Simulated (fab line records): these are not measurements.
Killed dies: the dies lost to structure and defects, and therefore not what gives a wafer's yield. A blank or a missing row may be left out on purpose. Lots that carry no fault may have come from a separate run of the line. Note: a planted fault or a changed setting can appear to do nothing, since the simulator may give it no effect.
Split-lot trial ; flow sfq line ; on a route of 325 steps: 5 lots, 23 wafers read

## ON THE SPLIT
At SFQ_TRILAYER_M7_ETCH_METAL_ETCH_180 (etches Nb in Cl2/Ar, stops on SiO2, target depth 240 nm, time 120 s), the setting time s was moved away from the recipe's 120 s on 11 of the 23 wafers read, by -11.5% to +11.7%. All remaining wafers had this setting at the recipe value.

The reading comes from the split's own step.

## THE READING
KrF_of_TRILAYER_M7_LITHO_COAT_177.thk nm (the simulator's own value, which no gauge read), in nm, at SFQ_TRILAYER_M7_ETCH_METAL_ETCH_180 (etches Nb in Cl2/Ar, stops on SiO2, target depth 240 nm, time 120 s). The file gives no usual value for it. Across the 12 wafers here that went through the recipe, the average is 383.2 nm and the standard deviation 2.8 nm.

wafer;tool, chamber at the split;time s as run, s;against the recipe;KrF_of_TRILAYER_M7_LITHO_COAT_177.thk nm, nm;against lot-mates on the recipe
L074.2;rie metal-04, 1;131.4;+9.5%;363.7;-17.2
L074.3;rie metal-04, 0;131.4;+9.5%;367.6;-13.2
L074.4;rie metal-04, 1;131.4;+9.5%;360.7;-20.2
L074.5;rie metal-04, 0;120;recipe;384;-
L074.6;rie metal-04, 1;120;recipe;377.7;-
L076.2;rie metal-02, 1;110;-8.3%;396.1;+15.3
L076.3;rie metal-02, 1;120;recipe;380.9;-
L076.4;rie metal-02, 0;120;recipe;379.7;-
L076.5;rie metal-02, 1;120;recipe;381.8;-
L076.6;rie metal-02, 0;110;-8.3%;389.3;+8.5
L080.2;rie metal-01, 1;120;recipe;385.2;-
L080.3;rie metal-01, 1;120;recipe;384.4;-
L080.6;rie metal-01, 1;120;recipe;386.3;-
L083.1;rie metal-04, 0;120;recipe;385.2;-
L083.2;rie metal-04, 1;134.1;+11.7%;364.6;-18.3
L083.4;rie metal-04, 1;134.1;+11.7%;364.2;-18.7
L083.5;rie metal-04, 1;120;recipe;380.6;-
L083.6;rie metal-04, 0;134.1;+11.7%;366.2;-16.7
L084.1;rie metal-01, 1;106.2;-11.5%;401.8;+15.8
L084.3;rie metal-01, 1;120;recipe;385.8;-
L084.4;rie metal-01, 0;106.2;-11.5%;397.6;+11.6
L084.5;rie metal-01, 1;120;recipe;386.2;-
L084.6;rie metal-01, 0;106.2;-11.5%;397.8;+11.8

FIT RESULTS
A straight line over all 23 wafers: KrF_of_TRILAYER_M7_LITHO_COAT_177.thk nm changes by -1.54 nm for each +1% of time s; r = -0.96; the points scatter about the line by 3.2 nm.
The same after taking each lot's own level away (the mean of its wafers on the recipe; 23 wafers): -1.43 nm for each +1%; r = -0.97; scatter 2.6 nm.
That fit puts the effect of the largest move of time s on the reading at 17 nm.
The span of the lots' own levels, 380.80 to 386.00 nm, comes to 1.9 times the standard deviation stated above.
The two slopes agree, so the slope changes little with the lot-to-lot level.
Check: for one of the wafers moved furthest among these (+11.7%), held out of the fit, the line's prediction against its lot-mates is -17.8 nm. Against them it came out at -18.3 nm.

## OTHER SPLITS ON THESE WAFERS
Other splits were also applied to these wafers ahead of the reading. Each is held against what the fit with the lots' levels taken away leaves over:
other split on the same wafers;wafers away from the commonest value;r with KrF_of_TRILAYER_M7_LITHO_COAT_177.thk nm (lot level and that fit taken away)
SFQ_TRILAYER_R5_LITHO_COAT_141 spin rpm;8;-0.52
SFQ_TRILAYER_R5_LITHO_PEB_139 peb temp c;6;-0.08
SFQ_TRILAYER_A5C_DEP_PECVD_142 time s;11;-0.02
SFQ_TRILAYER_C5_LITHO_COAT_156 spin rpm;4;+0.11
SFQ_TRILAYER_M6_DEP_SPUTTER_157 time s;9;-0.23
SFQ_TRILAYER_M6_ETCH_METAL_ETCH_162 pressure mtorr;18;+0.08
SFQ_TRILAYER_I6_VIA_LITHO_EXPOSE_170 dose mj;5;-0.63
SFQ_TRILAYER_I6_VIA_ETCH_VIA_ETCH_172 source w;8;-0.03
SFQ_TRILAYER_M7_LITHO_PEB_180 peb temp c;11;-0.02

## FILE'S OWN FIT
KrF_of_TRILAYER_M7_LITHO_COAT_177.thk nm changes by -1.44 nm for each +1% of time s, r = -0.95.
